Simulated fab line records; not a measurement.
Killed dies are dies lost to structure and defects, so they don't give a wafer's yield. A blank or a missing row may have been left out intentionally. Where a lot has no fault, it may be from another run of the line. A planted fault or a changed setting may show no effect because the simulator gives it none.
Matching of chambers / flow sky130 / SKY_POLY_CUT_ETCH_10 on rie-diel-02: 4 sister chambers
The step etches BARC in N2/H2, stops on SiO2, time 45.9 s, target depth 60 nm. 4 wafers are shown with their chamber, then 7 later ones without.

## WAFERS PAIRED WITH THEIR CHAMBERS
wafer=L512.4; chamber=1; throttle-valve-pct (%)=13.228
wafer=L512.6; chamber=0; throttle-valve-pct (%)=13.236
wafer=L526.1; chamber=2; throttle-valve-pct (%)=13.213
wafer=L526.4; chamber=3; throttle-valve-pct (%)=13.217

## WAFERS WITHOUT THEIR CHAMBER
wafer=L526.6; throttle-valve-pct (%)=13.225
wafer=L528.1; throttle-valve-pct (%)=13.229
wafer=L528.3; throttle-valve-pct (%)=13.229
wafer=L528.6; throttle-valve-pct (%)=13.218
wafer=L530.2; throttle-valve-pct (%)=13.215
wafer=L530.3; throttle-valve-pct (%)=13.223
wafer=L530.5; throttle-valve-pct (%)=13.221

## THE CHAMBER EACH PASSED THROUGH
wafer=L526.6; from the rows above=can't be placed: 1 or 3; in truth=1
wafer=L528.1; from the rows above=1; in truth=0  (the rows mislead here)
wafer=L528.3; from the rows above=1; in truth=1
wafer=L528.6; from the rows above=can't be placed: 3 or 2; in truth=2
wafer=L530.2; from the rows above=can't be placed: 2 or 3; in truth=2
wafer=L530.3; from the rows above=can't be placed: 1 or 3 or 2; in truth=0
wafer=L530.5; from the rows above=can't be placed: 3 or 1 or 2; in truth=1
Placed correctly: 1 of 7. Not placeable from these rows: 5 (in 4, the candidates include the true chamber). Number placed wrongly: 1.
How it was worked out, from the rows above alone: a wafer's distance from a chamber is the root of the sum, over the readings, of the square of ((its reading less the chamber's mean) divided by the reading's scatter). The wafer belongs to the nearest chamber; if the next one is less than 2 further off, it can't be placed. For every chamber, the mean is computed from those of its wafers that are shown. The scatter: with one shown wafer a chamber, the root of the mean of the squares of how far each hidden wafer lies from its nearest shown one.
